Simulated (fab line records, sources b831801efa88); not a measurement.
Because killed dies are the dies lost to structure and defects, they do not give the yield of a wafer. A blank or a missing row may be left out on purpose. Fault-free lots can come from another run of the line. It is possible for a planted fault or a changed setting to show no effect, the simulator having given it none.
Which tool is to blame? ; flow gf180mcu ; 11 lots with 33 wafers sampled at 7 steps, on a route of 602 steps

WHAT THE GAUGES SHOWED, per wafer
GF_MIM_THK_MEAS_11: measures by xrf. Usual: MIM_ALCU_THK 201.4 nm, standard deviation 2.7.
lot;measured;on;MIM_ALCU_THK (nm);flag
L507;day 24 19:58;film-metro-02;199.8 199.1 202.3;
L508;day 25 11:43;film-metro-04;205.5 204.3 205.1;
L509;day 25 14:49;film-metro-04;201.0 200.6 202.6;
L512;day 26 17:20;film-metro-02;198.6 198.0 197.8;
L513;day 27 02:44;film-metro-02;198.2 202.1 198.9;
L516;day 28 01:05;film-metro-04;202.3 206.8 204.3;
L525;day 30 13:04;film-metro-04;198.2 200.1 199.4;
L526;day 30 20:12;film-metro-04;200.7 205.7 201.7;
L527;day 31 00:58;film-metro-01;198.3 199.7 198.1;
L528;day 31 09:59;film-metro-04;201.5 204.6 202.0;
L529;day 31 13:05;film-metro-04;200.7 201.2 198.9;

GF_V5_THK_MEAS_01. Usual: V5_CVD_00_THK 300 nm, standard deviation 4.2.
lot;measured;on;V5_CVD_00_THK (nm);flag
L507;day 26 15:30;film-metro-02;305 300 303;
L508;day 27 06:21;film-metro-03;301 300 300;
L509;day 27 10:10;film-metro-03;298 293 298;
L512;day 28 11:19;film-metro-02;302 304 302;
L513;day 28 19:32;film-metro-02;308 301 303;
L516;day 29 17:44;film-metro-03;300 301 300;
L525;day 32 02:07;film-metro-02;294 300 293;
L526;day 32 08:28;film-metro-03;298 306 306;
L527;day 32 13:39;film-metro-02;297 299 299;
L528;day 32 21:02;film-metro-01;301 292 297;
L529;day 32 23:24;film-metro-02;298 301 306;

GF_PASSIVATION_THK_MEAS_01. Usual: PASSIVATION_CVD_00_THK 1002 nm, standard deviation 13.
lot;measured;on;PASSIVATION_CVD_00_THK (nm);flag
L507;day 28 11:05;film-metro-02;1008 994 1015;
L508;day 29 01:41;film-metro-03;1003 1012 994;
L509;day 29 04:45;film-metro-02;981 1000 994;
L512;day 30 06:07;film-metro-04;983 985 1012;
L513;day 30 13:19;film-metro-03;1009 1012 1803;OFF
L516;day 31 10:29;film-metro-04;1782 994 1013;OFF
L525;day 33 14:15;film-metro-04;997 1014 1011;
L526;day 33 18:26;film-metro-03;983 983 999;
L527;day 34 00:31;film-metro-03;1004 1009 1033;
L528;day 34 08:14;film-metro-02;988 1000 998;
L529;day 34 09:03;film-metro-04;980 1001 1024;

GF_PASSIVATION_BOW_MEAS_14. Usual: PASSIVATION_BOW 134 um, standard deviation 12.
lot;measured;on;PASSIVATION_BOW (um);flag
L507;day 29 08:49;film-metro-03;130 120 124;
L508;day 29 23:21;film-metro-03;136 134 140;
L509;day 30 02:00;film-metro-02;117 113 109;
L512;day 31 02:38;film-metro-04;136 136 149;
L513;day 31 09:34;film-metro-04;130 141 169;
L516;day 32 06:11;film-metro-03;176 135 138;
L525;day 34 07:29;film-metro-04;128 118 123;
L526;day 34 11:46;film-metro-04;127 121 144;
L527;day 34 17:43;film-metro-03;143 124 124;
L528;day 35 00:37;film-metro-02;148 159 160;
L529;day 35 01:29;film-metro-02;140 147 140;

TOOL THAT RAN EACH LOT (tool first, then ch and the chambers of the sampled wafers, then the start)
lot;GF_V5_CVD_02;GF_PASSIVATION_CVD_00;GF_PASSIVATION_ETCH_11
L507;pecvd-03 ch 1,2, day 26 15:33;pecvd-02 ch 1,2, day 28 11:00;rie-diel-03 ch 0,3, day 29 06:55
L508;pecvd-01 ch 0,1,2, day 27 06:26;pecvd-01 ch 0,1,2, day 29 01:37;rie-diel-03 ch 1,2, day 29 21:27
L509;pecvd-04 ch 0,2, day 27 10:13;pecvd-01 ch 1,2, day 29 04:39;rie-diel-04 ch 0,1,2, day 30 00:07
L512;pecvd-03 ch 0,1,2, day 28 11:22;pecvd-04 ch 0,1,2, day 30 06:02;rie-diel-01 ch 0,1,3, day 31 00:48
L513;pecvd-01 ch 0,1,2, day 28 19:35;pecvd-04 ch 1,2, day 30 13:13;rie-diel-04 ch 1,3, day 31 07:42
L516;pecvd-03 ch 1,2, day 29 17:47;pecvd-04 ch 0,1,2, day 31 10:25;rie-diel-01 ch 0,2,3, day 32 04:21
L525;pecvd-01 ch 0,1,2, day 32 02:11;pecvd-01 ch 0,1,2, day 33 14:10;rie-diel-04 ch 0,3, day 34 05:39
L526;pecvd-03 ch 0,1,2, day 32 08:32;pecvd-02 ch 0,1,2, day 33 18:21;rie-diel-01 ch 0,3, day 34 09:56
L527;pecvd-04 ch 1,2, day 32 13:43;pecvd-04 ch 0,1,2, day 34 00:26;rie-diel-01 ch 0,1,3, day 34 15:53
L528;pecvd-04 ch 1,2, day 32 21:05;pecvd-01 ch 0,2, day 34 08:09;rie-diel-01 ch 0,1,3, day 34 22:47
L529;pecvd-03 ch 1,2, day 32 23:26;pecvd-01 ch 0,1,2, day 34 08:57;rie-diel-04 ch 0,2,3, day 34 23:37
- GF_V5_CVD_02: deposits SiO2 from TEOS, target thk 1450 nm, time 163.28 s.
- GF_PASSIVATION_CVD_00: deposits SiO2 from TEOS, target thk 1000 nm, time 111.95 s.
- GF_PASSIVATION_ETCH_11: etches the open film in CF4/O2, stops on TiN, target depth 1800 nm, time 400 s.

WHAT THE TOOLS THEMSELVES READ (means of the sampled wafers that have a number; where no wafer has one, the mark that the record gives instead)
GF_V5_CVD_02. Usual: heater-power-outer-w 365 W, standard deviation 74; heater-power-w 607 W, standard deviation 120.
lot;tool;heater-power-outer-w (W);heater-power-w (W);flag
L507;pecvd-03;377;676;
L508;pecvd-01;414;687;
L509;pecvd-04;364;568;
L512;pecvd-03;371;643;
L513;pecvd-01;342;584;
L516;pecvd-03;410;704;
L525;pecvd-01;405;671;
L526;pecvd-03;391;671;
L527;pecvd-04;354;543;
L528;pecvd-04;313;517;
L529;pecvd-03;350;637;

GF_PASSIVATION_CVD_00. Usual: heater-power-outer-w 371 W, standard deviation 69; heater-power-w 607 W, standard deviation 98.
lot;tool;heater-power-outer-w (W);heater-power-w (W);flag
L507;pecvd-02;402;663;
L508;pecvd-01;397;661;
L509;pecvd-01;333;574;
L512;pecvd-04;356;564;
L513;pecvd-04;348;546;
L516;pecvd-04;309;515;
L525;pecvd-01;394;637;
L526;pecvd-02;409;677;
L527;pecvd-04;346;558;
L528;pecvd-01;481;769;
L529;pecvd-01;335;577;

GF_PASSIVATION_ETCH_11. Usual: chamber-pressure-mTorr 149.99 mTorr, standard deviation 0.15; drypump-motor-current-A 5.7 A, standard deviation 0.38; oes-product-au 0.964 a.u., standard deviation 0.0081; throttle-valve-pct 5.958 %, standard deviation 0.01.
lot;tool;chamber-pressure-mTorr (mTorr);drypump-motor-current-A (A);oes-product-au (a.u.);throttle-valve-pct (%);flag
L507;rie-diel-03;149.85;6.1;0.969;5.964;
L508;rie-diel-03;149.90;6.0;0.968;5.959;
L509;rie-diel-04;149.93;5.7;0.962;5.962;
L512;rie-diel-01;149.94;5.7;0.956;5.951;
L513;rie-diel-04;149.95;5.7;0.976;5.964;
L516;rie-diel-01;149.89;5.4;0.981;5.961;
L525;rie-diel-04;149.93;5.6;0.964;5.962;
L526;rie-diel-01;149.87;5.6;0.956;5.963;
L527;rie-diel-01;149.99;5.8;0.975;5.952;
L528;rie-diel-01;150.01;5.8;0.957;5.953;
L529;rie-diel-04;149.98;5.7;0.962;5.951;

THE ANSWER, worked out from the rows above alone
Rule: take the mean of a lot's wafers that have a number; if it is more than 3 standard deviations from the usual mean, the lot is off. A lot without any number at a reading at which 4 lots or more have one is off too. Any other lot the step has rows for is counted as sound. First the gauges in route order, then the tools' own readings, where a lot's mean is used as printed above. At the first step where some lot is off, the reading lying furthest off is the one used; lots without a number count as furthest.
Off: at GF_PASSIVATION_THK_MEAS_01 (PASSIVATION_CVD_00_THK), L513, L516.
If a tool, at a process step before that reading, ran all the lots that are off and no sound lot after the first of them, it fits. Gauges at GF_PASSIVATION_THK_MEAS_01: tried the same way as those tools. Of those tried, none fits.

WHAT THE SIMULATOR HAD PUT IN
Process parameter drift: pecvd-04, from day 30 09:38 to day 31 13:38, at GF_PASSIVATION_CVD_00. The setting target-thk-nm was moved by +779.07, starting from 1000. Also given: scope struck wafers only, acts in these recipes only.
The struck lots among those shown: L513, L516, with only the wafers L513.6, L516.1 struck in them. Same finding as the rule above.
